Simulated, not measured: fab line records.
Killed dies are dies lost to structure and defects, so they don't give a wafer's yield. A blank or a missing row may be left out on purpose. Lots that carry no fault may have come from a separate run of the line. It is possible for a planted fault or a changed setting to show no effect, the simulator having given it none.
Problem report, 8D (eight disciplines) form, completed by code / flow sky130 / the parts of the form that need people (team, actions taken, sign-off) are left out

== 1. THE PROBLEM ==
Wafers free of any fault read 5.73 nm (standard deviation 0.1) for SONOS_ONO_CVD_04_THK at SKY_SONOS_ONO_THK_MEAS_05, against a mean of 9.19 nm on 9 wafers of 3 lots. That is +35 standard deviations from the usual mean.
The first sign was on wafer L761.3 at day 17 15:34, on film metro-03. Wafers with a number at this step in the record: 36, from 12 lots. By rule, "out" or "out of limits" means more than 4 standard deviations away from the usual mean. All remaining wafers that have a number are taken as sound.

== 2. WHAT IT IS AND WHAT IT IS NOT ==
question=which readings at this step; is=SONOS_ONO_CVD_04_THK; is not=-
question=which lots; is=L761, L762, L763; is not=L743, L745, L746, L747, L749, L750, L752, L753, L757
question=which wafers of those lots; is=all that have a number; is not=-
question=read on which gauges; is=film metro-03, film metro-04; is not=film metro-01
question=when; is=from day 17 15:34; is not=up to then (27 sound wafers)

== 3. SUSPECTS, AND WHAT RULES EACH OUT ==
Counting: a tool stays on the suspect list if, at a process step up to the reading, it processed all lots that are out and no sound lot following the first of them.
- the gauge at SKY_SONOS_ONO_THK_MEAS_05: ruled out. 2 gauges (film metro-03, film metro-04) read the wafers that are out.
- lpcvd-03 at SKY_SONOS_ONO_CVD_04 (deposits SiO2 from SiH4/N2O, target thk 5.7199 nm): kept. All lots that are out passed through it, beginning with L761 at day 17 14:18, and no sound lot followed; its final sound lot before that point was L757 at day 16 06:15. Its own spike tc bottom C, spike tc centre C, spike tc lower C, spike tc top C, spike tc upper C, susceptor temp C, zone power top pct, zone power upper pct readings are out on those wafers.
Remaining after the count: lpcvd-03 at SKY_SONOS_ONO_CVD_04.

== 4. THE CAUSE (what the simulator had put in) ==
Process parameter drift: lpcvd-03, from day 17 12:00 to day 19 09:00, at SKY_SONOS_ONO_CVD_04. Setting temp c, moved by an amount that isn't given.
After counting, this tool was the only one left.

== 5. THE CHAIN OF EFFECTS, in route order ==
Rows list readings where the struck wafers' mean (over those with a number) sits beyond 3 standard deviations from the usual. Readings are gone through only where the record gives a usual standard deviation; hours: the median, over the lots, of the time from a lot's start at the first step in this table giving one to that lot's start at this step; sigmas: the change measured in usual standard deviations.
hours=0; step=SKY_SONOS_ONO_CVD_04; reading=spike tc bottom C; usual=918.7 C; on struck wafers=972.8; change=+54.1; sigmas=+19
hours=0; step=SKY_SONOS_ONO_CVD_04; reading=spike tc centre C; usual=902.2 C; on struck wafers=954.7; change=+52.5; sigmas=+53
hours=0; step=SKY_SONOS_ONO_CVD_04; reading=spike tc lower C; usual=899.0 C; on struck wafers=952.0; change=+53.0; sigmas=+35
hours=0; step=SKY_SONOS_ONO_CVD_04; reading=spike tc top C; usual=913.3 C; on struck wafers=965.5; change=+52.2; sigmas=+43
hours=0; step=SKY_SONOS_ONO_CVD_04; reading=spike tc upper C; usual=900.8 C; on struck wafers=954.0; change=+53.2; sigmas=+48
hours=0; step=SKY_SONOS_ONO_CVD_04; reading=susceptor temp C; usual=900.0 C; on struck wafers=952.9; change=+52.9; sigmas=+99 or more
hours=0; step=SKY_SONOS_ONO_CVD_04; reading=zone power centre pct; usual=17.5 %; on struck wafers=20.1; change=+2.6; sigmas=+3.8
hours=0; step=SKY_SONOS_ONO_CVD_04; reading=zone power top pct; usual=35.2 %; on struck wafers=38.8; change=+3.6; sigmas=+6.1
hours=0; step=SKY_SONOS_ONO_CVD_04; reading=zone power upper pct; usual=18.7 %; on struck wafers=21.3; change=+2.6; sigmas=+7.7
hours=1; step=SKY_SONOS_ONO_THK_MEAS_05; reading=SONOS_ONO_CVD_04_THK; usual=5.73 nm; on struck wafers=9.19; change=+3.46; sigmas=+35
The process steps in it:
- SKY_SONOS_ONO_CVD_04: deposits SiO2 from SiH4/N2O, target thk 5.7199 nm.
At these later measuring or inspecting steps, every struck wafer for which the step has a row has a number for every such reading, and none has moved that far: SKY_GATE_OXIDE_OVL_MEAS_10.

== 6. HOW IT WOULD HAVE BEEN CAUGHT EARLIER ==
In this record the first reading out of limits at a measuring or inspecting step was taken at day 17 15:34, 4 hours after the fault began at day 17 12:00.
At SKY_SONOS_ONO_CVD_04, the tool's own readings (spike tc bottom C, spike tc centre C, spike tc lower C, spike tc top C, spike tc upper C, susceptor temp C, zone power top pct, zone power upper pct) were out on each struck wafer the step has a row for, so an alarm limit on them would have fired on the first such wafer.
Among the 3 lots that are out, L762, L763 began SKY_SONOS_ONO_CVD_04 on lpcvd-03 after day 17 15:34. A hold on the tool at that time would have spared those 2.
